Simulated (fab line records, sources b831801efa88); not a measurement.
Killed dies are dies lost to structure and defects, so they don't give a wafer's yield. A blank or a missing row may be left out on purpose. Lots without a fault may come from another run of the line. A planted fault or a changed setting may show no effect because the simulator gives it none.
fab line records | flow sfq_line
record lots=6 wafers=18 last_day=94
route steps=325 shown M7@285 I7@296 M8@311
lots that met no fault: from a run of the same line without faults
start_h: hours from the record's first day to the start of the lot's first wafer shown | wait_h: hours since the lot's step before | " the same as in the row above | L1.1+2: a row that stands for several wafers | - no value, or no start given | * or withheld: withheld | < > ~ a bound
route shown NAME@n: a module of which the file shows steps, and the number in the route of the first | usual: mean/standard deviation of fault-free wafers | same: alike in all rows | chamber/n: place in a boat | sites: the reading at each site | _std_site: their standard deviation | _edge_site: outer sites' mean less inner sites' | radius_mm: how far each site lies from the wafer's centre | mask NAME#n: copy n | behind: the tool/chamber that last shaped the wafer | hold: why the lot was held/for how many hours/how that ended | device: the transistor (n, p or np) that didn't switch | end of line: the same wafers' tests at the end of the route | a step without rows: its recipe alone | killed: dies lost to structure and defects at the first sort, not the wafer's yield | map: a wafer's dies, x killed, . not, _ none there
set.NAME: the setting as run; set.NAME@STEP: as run at that earlier step | model.NAME: the simulator's own value behind a step, which no gauge read
lots at some steps of the route; a table a step, a row a wafer
services: from which hour (start_h, from the record's first day; less than 0 if before it) a tool's chamber was out of use, for how many hours, and why
## steps
# step SFQ_TRILAYER_M7_LITHO_COAT_182
# recipe resist=BARC spin_rpm=3000 resist_thk_nm=62
# step SFQ_TRILAYER_M7_LITHO_COAT_177
# recipe resist=KrF spin_rpm=3000 resist_thk_nm=600
# step SFQ_TRILAYER_M7_LITHO_SOFTBAKE_181
# recipe temp_c=withheld time_s=withheld resist=KrF
# step SFQ_TRILAYER_M7_LITHO_EXPOSE_178
# recipe mask_id=M7 na=0.6 source_shape=conventional sigma_outer=0.65 target_cd_nm=500 dose_mj=14.4
# step SFQ_TRILAYER_M7_LITHO_PEB_180
# recipe peb_temp_c=115 peb_time_s=60 resist=KrF
# step SFQ_TRILAYER_M7_LITHO_DEVELOP_179
# recipe time_s=60 resist=KrF
# step SFQ_M7_OVL_MEAS_945
# usual M7_OVL=-1/4.4
# columns lot.wafer tool chamber start_h wait_h M7_OVL[nm]
L327.1 overlay-02 - 1843.56 0.1 1
L327.4 " - " " -8
L327.6 " - " " -6
L331.1 overlay-01 - 1859.16 0.1 6
L331.5 " - " " 3
L331.6 " - " " -1
L332.1 overlay-01 - 1872.36 0.1 -3
L332.3 " - " " -4
L332.4 " - " " -7
L338.1 overlay-02 - 2035.16 0.1 -6
L338.5 " - " " 2
L338.6 " - " " -1
L340.2 overlay-02 - 2042.79 0.1 5
L340.3 " - " " 8
L340.4 " - " " 0
L347.2 overlay-01 - 2084.10 0.1 -2
L347.3 " - " " 1
L347.6 " - " " -3
# step SFQ_TRILAYER_M7_BARC_OPEN_METAL_ETCH_229
# recipe mask_material=PR chemistry=O2 target_depth_nm=125 target=BARC icp_w=600 bias_w=80 pressure_mtorr=10 time_s=41.7
# usual drypump_motor_current_A=5.8/0.59 oes_product_au=0.685/0.0049
# columns lot.wafer tool chamber start_h wait_h drypump_motor_current_A oes_product_au rf_hours_counter_h
L327.1 rie_metal-01 0 1843.60 0.0 6.5 0.689 7
L327.4 " 0 " " 6.5 0.683 -
L327.6 " 0 " " 6.5 0.691 -
L331.1 rie_metal-02 1 1859.20 0.0 5.3 0.685 2
L331.5 " 1 " " 5.3 0.692 -
L331.6 " 0 " " 4.6 0.685 -
L332.1 rie_metal-03 0 1872.40 0.0 5.9 0.679 87
L332.3 " 0 " " 5.9 0.685 -
L332.4 " 1 " " 5.7 0.686 -
L338.1 rie_metal-01 1 2035.19 0.0 6.2 0.688 41
L338.5 " 0 " " 6.5 0.697 -
L338.6 " 1 " " 6.2 0.690 -
L340.2 rie_metal-02 1 2042.82 0.0 5.3 0.690 20
L340.3 " 0 " " 4.6 0.686 -
L340.4 " 1 " " 5.2 0.679 -
L347.2 rie_metal-01 0 2084.13 0.0 6.6 0.685 33
L347.3 " 0 " " 6.5 0.691 -
L347.6 " 0 " " 6.5 0.680 -
# step SFQ_TRILAYER_M7_ETCH_METAL_ETCH_180
# recipe target=Nb stop_on=SiO2 mask_material=PR chemistry=Cl2/Ar target_depth_nm=240 icp_w=600 bias_w=80 pressure_mtorr=10 time_s=120
# usual drypump_motor_current_A=5.8/0.59 oes_product_au=0.894/0.0075
# columns lot.wafer tool chamber start_h wait_h drypump_motor_current_A oes_product_au rf_hours_counter_h
L327.1 rie_metal-01 0 1843.66 0.0 6.5 0.908 8
L327.4 " 0 " " 6.5 0.898 -
L327.6 " 0 " " 6.6 0.908 -
L331.1 rie_metal-02 1 1859.26 0.0 5.3 0.887 3
L331.5 " 1 " " 5.3 0.879 -
L331.6 " 0 " " 4.6 0.894 -
L332.1 rie_metal-03 0 1872.46 0.0 5.9 0.899 87
L332.3 " 0 " " 5.9 0.895 -
L332.4 " 1 " " 5.7 0.904 -
L338.1 rie_metal-01 1 2035.25 0.0 6.2 0.904 41
L338.5 " 0 " " 6.5 0.895 -
L338.6 " 1 " " 6.2 0.894 -
L340.2 rie_metal-02 1 2042.88 0.0 5.3 0.904 20
L340.3 " 0 " " 4.6 0.890 -
L340.4 " 1 " " 5.3 0.895 -
L347.2 rie_metal-01 0 2084.19 0.0 6.5 0.897 33
L347.3 " 0 " " 6.5 0.891 -
L347.6 " 0 " " 6.5 0.910 -
# step SFQ_TRILAYER_M7_STRIP_STRIP_181
# recipe gas=O2 power_w=200 platen_temp_c=40 overash_fraction=0.65 chemistry=O2 pressure_mtorr=50
# step SFQ_TRILAYER_M7_STRIP_SOLV_CLEAN_182
# recipe chemistry=NMP temp_c=70 time_s=600
# step SFQ_TRILAYER_I7_DEP_PECVD_183
# recipe material=SiO2 temp_c=150 time_s=111.11 pressure_torr=2.4 rf_w=183.3 precursor=SiH4/N2O target_thk_nm=500
# usual heater_power_w=79/16 susceptor_temp_C=149.98/0.14 throttle_valve_pct=24.7/1.7
# columns lot.wafer tool chamber start_h wait_h heater_power_w susceptor_temp_C throttle_valve_pct
L327.1 pecvd-02 2 1844.57 0.0 61 149.82 23.4
L327.4 " 2 " " 64 149.93 23.7
L327.6 " 1 " " 85 150.04 23.2
L331.1 pecvd-02 2 1860.16 0.0 58 150.02 23.8
L331.5 " 1 " " 76 150.21 23.4
L331.6 " 0 " " 80 150.01 23.0
L332.1 pecvd-01 2 1873.36 0.0 55 150.32 23.9
L332.3 " 0 " " 83 149.95 25.5
L332.4 " 0 " " 84 150.06 25.4
L338.1 pecvd-03 2 2036.15 0.0 93 149.94 25.0
L338.5 " 1 " " 77 150.02 25.2
L338.6 " 2 " " 76 149.85 25.2
L340.2 pecvd-02 1 2043.78 0.0 85 149.88 24.0
L340.3 " 0 " " 80 149.75 23.2
L340.4 " 0 " " 82 149.86 23.1
L347.2 pecvd-03 2 2085.09 0.0 86 150.05 25.3
L347.3 " 1 " " 91 149.97 25.6
L347.6 " 1 " " 74 149.84 25.6
# step SFQ_TRILAYER_I7_CMP_CMP_184
# recipe material=SiO2 down_force_psi=3 platen_rpm=60 pad_velocity_m_s=0.94248
# usual edge_zone_pressure_frac=1.001/0.0052 head_pressure_psi=3.001/0.0071 motor_current_A=10.3/0.99 platen_rpm=60.01/0.044 slurry_flow_ml_min=150.0/0.46 time_to_endpoint_s=216/8.6
# columns lot.wafer tool chamber start_h wait_h edge_zone_pressure_frac head_pressure_psi motor_current_A platen_rpm slurry_flow_ml_min time_to_endpoint_s model.SiO2_of_TRILAYER_I7_DEP_PECVD_183.thk_nm
L327.1 cmp-01 1 1845.28 0.7 0.999 3.001 12.0 59.99 149.3 211 201.2
L327.4 " 2 " " 1.008 3.008 10.3 59.98 151.1 225 201.7
L327.6 " 1 1847.28 2.6 0.999 3.007 11.5 59.96 149.5 215 200.6
L331.1 cmp-01 1 1861.00 0.8 - - - - - - 492.4
L331.6 " 0 1862.50 2.3 - - - - - - 501.6
L331.5 " 1 " " - - - - - - 500.3
L332.3 cmp-01 0 1873.43 0.0 - - - - - - 488.2
L332.4 " 2 1874.43 1.0 - - - - - - 499.5
L332.1 " 3 " " - - - - - - 486.3
L338.1 cmp-01 0 2037.23 1.0 1.001 3.012 8.6 60.03 150.8 210 199.1
L338.5 " 2 2038.23 2.0 1.009 2.999 9.9 59.90 150.2 229 200.9
L338.6 " 3 " " 1.002 2.997 10.2 59.95 150.1 208 198.5
L340.4 cmp-01 0 2043.85 0.0 1.006 3.006 8.7 59.92 149.1 218 201.7
L340.3 " 1 " " 1.001 3.002 12.3 60.07 149.9 212 200.5
L340.2 " 3 2045.35 1.5 1.013 2.984 10.8 60.05 148.7 210 200.3
L347.3 cmp-01 3 2085.17 0.0 0.998 2.998 10.1 60.07 149.7 202 200.2
L347.2 " 0 " " 1.006 3.002 8.9 59.96 150.0 200 201.8
L347.6 " 3 2087.17 2.0 1.000 3.018 10.5 60.04 149.8 206 200.3
# step SFQ_I7_BOW_MEAS_946
# recipe mode=bow
# usual I7_BOW=4/12
# columns lot.wafer tool chamber start_h wait_h I7_BOW[um]
L327.1 film_metro-04 - 1848.28 2.5 25
L327.4 " - " " 12
L327.6 " - " " 23
L331.1 film_metro-02 - 1863.50 2.0 1
L331.5 " - " " 3
L331.6 " - " " 22
L332.1 film_metro-03 - 1876.43 1.0 -5
L332.3 " - " " -4
L332.4 " - " " -15
L338.1 film_metro-03 - 2039.23 1.5 8
L338.5 " - " " 13
L338.6 " - " " 15
L340.2 film_metro-03 - 2046.87 1.0 -3
L340.3 " - " " -5
L340.4 " - " " -6
L347.2 film_metro-03 - 2088.19 2.0 36
L347.3 " - " " 28
L347.6 " - " " 14
# step SFQ_TRILAYER_I7_METRO_MEASURE_185
# usual thk_nm=200.4/1.2
# columns lot.wafer tool chamber start_h wait_h thk_nm
L327.1 film_metro-04 - 1848.40 0.1 201.3
L327.4 " - " " 201.7
L327.6 " - " " 200.6
L331.1 film_metro-02 - 1863.62 0.1 492.5
L331.5 " - " " 500.2
L331.6 " - " " 501.5
L332.1 film_metro-03 - 1876.55 0.1 486.4
L332.3 " - " " 488.0
L332.4 " - " " 499.4
L338.1 film_metro-03 - 2039.35 0.1 199.1
L338.5 " - " " 200.9
L338.6 " - " " 198.5
L340.2 film_metro-03 - 2047.17 0.3 200.3
L340.3 " - " " 200.4
L340.4 " - " " 201.5
L347.2 film_metro-03 - 2088.49 0.3 202.0
L347.3 " - " " 200.3
L347.6 " - " " 200.2
# step SFQ_TRILAYER_I7_VIA_LITHO_COAT_192
# recipe resist=BARC spin_rpm=3000 resist_thk_nm=62
# step SFQ_TRILAYER_I7_VIA_LITHO_COAT_187
# recipe resist=KrF spin_rpm=3000 resist_thk_nm=650
# step SFQ_TRILAYER_I7_VIA_LITHO_SOFTBAKE_191
# recipe temp_c=withheld time_s=withheld resist=KrF
# step SFQ_TRILAYER_I7_VIA_LITHO_EXPOSE_188
# recipe mask_id=I7 na=0.6 source_shape=conventional sigma_outer=0.65 target_cd_nm=1000 dose_mj=21.3
# step SFQ_TRILAYER_I7_VIA_LITHO_PEB_190
# recipe peb_temp_c=115 peb_time_s=60 resist=KrF
# step SFQ_TRILAYER_I7_VIA_LITHO_DEVELOP_189
# recipe time_s=60 resist=KrF
# step SFQ_I7_OVL_MEAS_947
# usual I7_OVL=0/5.2
# columns lot.wafer tool chamber start_h wait_h I7_OVL[nm]
L327.1 overlay-02 - 1871.35 0.1 4
L327.4 " - " " 5
L327.6 " - " " 0
L331.1 overlay-02 - 1956.37 0.1 -1
L331.5 " - " " 1
L331.6 " - " " -4
L332.1 overlay-02 - 1982.89 0.1 8
L332.3 " - " " 9
L332.4 " - " " 5
L338.1 overlay-01 - 2133.14 0.1 3
L338.5 " - " " 5
L338.6 " - " " 3
L340.2 overlay-01 - 2139.15 0.1 7
L340.3 " - " " 1
L340.4 " - " " 2
L347.2 overlay-02 - 2173.95 0.1 -7
L347.3 " - " " -2
L347.6 " - " " -2
# step SFQ_TRILAYER_I7_VIA_BARC_OPEN_VIA_ETCH_260
# recipe mask_material=PR chemistry=O2 target_depth_nm=125 target=BARC source_w=500 bias_w=80 pressure_mtorr=30 time_s=41.7
# usual drypump_motor_current_A=5.7/0.34 oes_product_au=0.685/0.0045
# columns lot.wafer tool chamber start_h wait_h drypump_motor_current_A oes_product_au rf_hours_counter_h
L327.1 rie_diel-02 0 1871.38 0.0 5.6 0.687 10
L327.4 " 3 " " 5.2 0.679 16
L327.6 " 1 " " 5.4 0.684 -
L331.1 rie_diel-01 1 1956.41 0.0 6.1 0.683 15
L331.5 " 0 " " 5.2 0.684 -
L331.6 " 1 " " 6.1 0.688 -
L332.1 rie_diel-02 3 1982.93 0.0 5.2 0.682 17
L332.3 " 0 " " 5.6 0.690 11
L332.4 " 1 " " 5.5 0.690 1
L338.1 rie_diel-02 0 2133.18 0.0 5.6 0.680 13
L338.5 " 2 " " 6.3 0.685 -
L338.6 " 3 " " 5.2 0.684 -
L340.2 rie_diel-03 3 2139.18 0.0 5.1 0.689 5
L340.3 " 2 " " 5.6 0.678 12
L340.4 " 1 " " 5.8 0.684 3
L347.2 rie_diel-02 2 2173.98 0.0 6.3 0.685 1
L347.3 " 1 " " 5.5 0.689 3
L347.6 " 1 " " 5.5 0.680 -
# step SFQ_TRILAYER_I7_VIA_ETCH_VIA_ETCH_190
# recipe target=SiO2 stop_on=Nb mask_material=PR taper_deg=20 chemistry=CHF3 target_depth_nm=260 source_w=500 bias_w=80 pressure_mtorr=30 time_s=withheld
# usual drypump_motor_current_A=5.7/0.34 oes_product_au=0.856/0.0046
# columns lot.wafer tool chamber start_h wait_h drypump_motor_current_A oes_product_au model.I7.feature_depth_nm model.etch.depth_nm
L327.1 rie_diel-02 0 1871.42 0.0 5.6 0.865 201.2 201.2
L327.4 " 3 " " 5.2 0.859 201.7 201.7
L327.6 " 1 " " 5.5 0.853 200.6 200.6
L331.1 rie_diel-01 1 1956.45 0.0 6.1 1.621 260 260
L331.5 " 0 " " 5.2 1.618 259.2 259.2
L331.6 " 1 " " 6.1 1.624 259.9 259.9
L332.1 rie_diel-02 3 1982.97 0.0 5.2 1.600 254 254
L332.3 " 0 " " 5.6 1.605 256.1 256.1
L332.4 " 1 " " 5.5 1.614 257.1 257.1
L338.1 rie_diel-02 0 2133.22 0.0 5.6 0.848 199.1 199.1
L338.5 " 2 " " 6.3 0.852 200.9 200.9
L338.6 " 3 " " 5.2 0.858 198.5 198.5
L340.2 rie_diel-03 3 2139.22 0.0 5.1 0.858 200.3 200.3
L340.3 " 2 " " 5.6 0.856 200.5 200.5
L340.4 " 1 " " 5.8 0.858 201.7 201.7
L347.2 rie_diel-02 2 2174.02 0.0 6.3 0.860 201.8 201.8
L347.3 " 1 " " 5.5 0.852 200.2 200.2
L347.6 " 1 " " 5.5 0.853 200.3 200.3
# step SFQ_TRILAYER_I7_VIA_STRIP_STRIP_191
# recipe gas=O2 power_w=200 platen_temp_c=40 overash_fraction=0.65 chemistry=O2 pressure_mtorr=50
# usual drypump_motor_current_A=5.7/0.74 oes_product_au=1.000/0.012
# columns lot.wafer tool chamber start_h wait_h drypump_motor_current_A oes_product_au rf_hours_counter_h
L327.1 rie_metal-02 0 1871.54 - 4.6 1.009 24
L327.4 " 1 " " 5.3 0.993 -
L327.6 " 0 " " 4.6 1.006 -
L331.1 rie_metal-02 0 1956.56 - 4.6 1.018 32
L331.5 " 1 " " 5.3 0.993 -
L331.6 " 0 " " 4.7 0.996 -
L332.1 rie_metal-04 1 1983.08 - 6.6 0.986 75
L332.3 " 0 " " 5.6 1.010 -
L332.4 " 1 " " 6.6 0.984 -
L338.1 rie_metal-04 1 2133.33 - 6.6 0.995 91
L338.5 " 1 " " 6.6 0.983 -
L338.6 " 0 " " 5.6 1.010 -
L340.2 rie_metal-02 0 2139.33 - 4.6 1.009 51
L340.3 " 1 " " 5.3 1.011 -
L340.4 " 0 " " 4.6 1.016 -
L347.2 rie_metal-04 1 2174.33 - 6.6 0.996 -
L347.3 " 1 " " 6.6 1.006 -
L347.6 " 1 " " 6.6 1.005 -
# step SFQ_TRILAYER_I7_VIA_STRIP_SOLV_CLEAN_192
# recipe chemistry=NMP temp_c=70 time_s=600
# step SFQ_TRILAYER_M8_LITHO_LOR_COAT_197
# recipe resist=lift-off spin_rpm=3000
# step SFQ_TRILAYER_M8_LITHO_LOR_BAKE_198
# recipe resist=lift-off temp_c=withheld time_s=withheld
# step SFQ_TRILAYER_M8_LITHO_COAT_193
# recipe resist=KrF spin_rpm=3000 resist_thk_nm=600
# step SFQ_TRILAYER_M8_LITHO_SOFTBAKE_199
# recipe temp_c=withheld time_s=withheld resist=KrF
# step SFQ_TRILAYER_M8_LITHO_EXPOSE_194
# recipe mask_id=M8 na=0.6 source_shape=conventional sigma_outer=0.65 target_cd_nm=2000 dose_mj=14.4
# step SFQ_TRILAYER_M8_LITHO_PEB_196
# recipe peb_temp_c=115 peb_time_s=60 resist=KrF
# step SFQ_TRILAYER_M8_LITHO_DEVELOP_195
# recipe img_clear_s=15 time_s=55 resist=KrF
# step SFQ_M8_OVL_MEAS_948
# usual M8_OVL=-2/5.4
# columns lot.wafer tool chamber start_h wait_h M8_OVL[nm]
L327.1 overlay-02 - 1973.16 0.1 2
L327.4 " - " " 3
L327.6 " - " " 2
L331.1 overlay-01 - 2053.48 0.1 -9
L331.5 " - " " -8
L331.6 " - " " -4
L332.1 overlay-01 - 2072.81 0.1 -1
L332.3 " - " " 0
L332.4 " - " " 4
L338.1 overlay-01 - 2213.53 0.1 -12
L338.5 " - " " -10
L338.6 " - " " 0
L340.2 overlay-01 - 2220.74 0.1 -2
L340.3 " - " " -4
L340.4 " - " " 5
L347.2 overlay-02 - 2257.25 0.1 0
L347.3 " - " " 3
L347.6 " - " " 5
# step SFQ_TRILAYER_M8_DEP_EVAP_197
# recipe material=Ti angular_spread_deg=1 target_thk_nm=20 time_s=100 power_w=2000
# step SFQ_TRILAYER_M8_DEP_EVAP_198
# recipe material=Pt angular_spread_deg=1 target_thk_nm=50 time_s=250 power_w=2000
# step SFQ_TRILAYER_M8_DEP_EVAP_196
# recipe material=Au angular_spread_deg=1 target_thk_nm=180 time_s=900 power_w=2000
# step SFQ_M8_RS_MEAS_949
# recipe thk_meas_gauge=four-point-probe reads=Au_of_TRILAYER_M8_DEP_EVAP_196+Pt_of_TRILAYER_M8_DEP_EVAP_198+Ti_of_TRILAYER_M8_DEP_EVAP_197
# usual M8_AU_RS=0.1533/0.0014
# columns lot.wafer tool chamber start_h wait_h M8_AU_RS[ohm/sq]
L327.1 film_metro-02 - 1973.94 0.3 0.1562
L327.4 " - " " 0.1555
L327.6 " - " " 0.1551
L331.1 film_metro-01 - 2054.27 0.3 0.1526
L331.5 " - " " 0.1522
L331.6 " - " " 0.1543
L332.1 film_metro-04 - 2073.59 0.3 0.1513
L332.3 " - " " 0.1512
L332.4 " - " " 0.1520
L338.1 film_metro-01 - 2214.32 0.3 0.1539
L338.5 " - " " 0.1530
L338.6 " - " " 0.1543
L340.2 film_metro-02 - 2221.54 0.3 0.1525
L340.3 " - " " 0.1509
L340.4 " - " " 0.1507
L347.2 film_metro-01 - 2258.05 0.3 0.1539
L347.3 " - " " 0.1522
L347.6 " - " " 0.1535
# step SFQ_M8_THK_MEAS_950
# recipe thk_meas_gauge=xrf reads=Au_of_TRILAYER_M8_DEP_EVAP_196
# usual M8_AU_THK=180.8/1.8
# columns lot.wafer tool chamber start_h wait_h M8_AU_THK[nm]
L327.1 film_metro-02 - 1974.06 0.1 177.2
L327.4 " - " " 178.6
L327.6 " - " " 178.5
L331.1 film_metro-01 - 2054.39 0.1 182.8
L331.5 " - " " 182.5
L331.6 " - " " 178.8
L332.1 film_metro-04 - 2073.71 0.1 183.5
L332.3 " - " " 183.4
L332.4 " - " " 182.4
L338.1 film_metro-01 - 2214.44 0.1 180.2
L338.5 " - " " 182.1
L338.6 " - " " 179.6
L340.2 film_metro-02 - 2221.65 0.1 181.3
L340.3 " - " " 182.2
L340.4 " - " " 183.3
L347.2 film_metro-01 - 2258.16 0.1 180.5
L347.3 " - " " 183.3
L347.6 " - " " 181.6
# step SFQ_TRILAYER_M8_LIFTOFF_LIFTOFF_197
# recipe temp_c=80 time_s=600 chemistry=NMP
# step SFQ_M8_BOW_MEAS_951
# recipe mode=bow
# usual M8_BOW=6/12
# columns lot.wafer tool chamber start_h wait_h M8_BOW[um] model.etest.i7.link_ohm
L327.1 film_metro-04 - 1974.30 0.0 26 1.041
L327.4 " - " " 13 1.046
L327.6 " - " " 24 1.036
L331.1 film_metro-02 - 2054.62 0.0 1 1e+06
L331.5 " - " " 3 1e+06
L331.6 " - " " 22 1e+06
L332.1 film_metro-02 - 2073.96 0.0 -4 1e+06
L332.3 " - " " -3 1e+06
L332.4 " - " " -14 1e+06
L338.1 film_metro-02 - 2214.67 0.0 10 1.035
L338.5 " - " " 15 1.041
L338.6 " - " " 18 1.056
L340.2 film_metro-04 - 2221.89 0.0 -1 1.046
L340.3 " - " " -3 1.06
L340.4 " - " " -4 1.051
L347.2 film_metro-02 - 2258.40 0.0 38 1.038
L347.3 " - " " 30 1.047
L347.6 " - " " 18 1.024
## services
# columns tool chamber start_h hours kind
cmp-01 - 1828.45 0.2 repair
rie_diel-02 3 1844.86 1.4 repair
film_metro-03 - 1870.10 0.6 pm
rie_diel-02 - 1880.22 0.2 repair
cmp-01 - 1893.91 3.2 repair
rie_diel-02 2 1900.06 2.2 repair
cmp-01 - 1913.19 6.3 repair
film_metro-03 - 1920.69 0.5 pm
rie_diel-02 3 1931.10 13.0 repair
rie_metal-02 1 1943.00 3.4 repair
rie_diel-02 3 1971.16 10.8 repair
rie_diel-02 2 1983.64 6.4 repair
pecvd-02 0 2005.64 5.8 repair
cmp-01 - 2008.94 5.5 pm
film_metro-03 - 2055.54 0.3 pm
rie_metal-02 - 2060.22 2.8 pm
cmp-01 - 2063.65 6.7 pm
rie_diel-02 2 2076.68 8.5 repair
cmp-01 - 2115.17 4.0 pm
film_metro-03 - 2115.52 1.0 pm
rie_diel-02 - 2164.81 0.5 repair
film_metro-03 - 2165.69 0.6 pm
cmp-01 - 2170.30 2.0 repair
rie_metal-01 - 2174.46 2.8 pm
## key
first_sign step=SFQ_TRILAYER_I7_CMP_CMP_184 reading=tool_record direction=missing
effect step=SFQ_TRILAYER_I7_METRO_MEASURE_185 reading=thk_nm direction=up sigmas=99+ usual=200.4 struck=494.7
effect step=SFQ_TRILAYER_I7_VIA_ETCH_VIA_ETCH_190 reading=oes_product_au direction=up sigmas=99+ usual=0.856 struck=1.614
model_effect step=SFQ_TRILAYER_I7_CMP_CMP_184 value=SiO2_of_TRILAYER_I7_DEP_PECVD_183.thk_nm without=200.6 struck=494.7
model_effect step=SFQ_TRILAYER_I7_VIA_ETCH_VIA_ETCH_190 value=I7.feature_depth_nm without=200.6 struck=257.7
model_effect step=SFQ_M8_BOW_MEAS_951 value=etest.i7.link_ohm without=1.051 struck=1e+06
met_at SFQ_TRILAYER_I7_CMP_CMP_184
struck_wafers L331.1,L331.5,L331.6,L332.1,L332.3,L332.4
onset_between 1845.28 1861.00
fault kind=skipped_step_whole tool=cmp-01 chamber=- onset_h=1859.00 steps=SFQ_TRILAYER_I7_CMP_CMP_184 scope=struck_lots_only
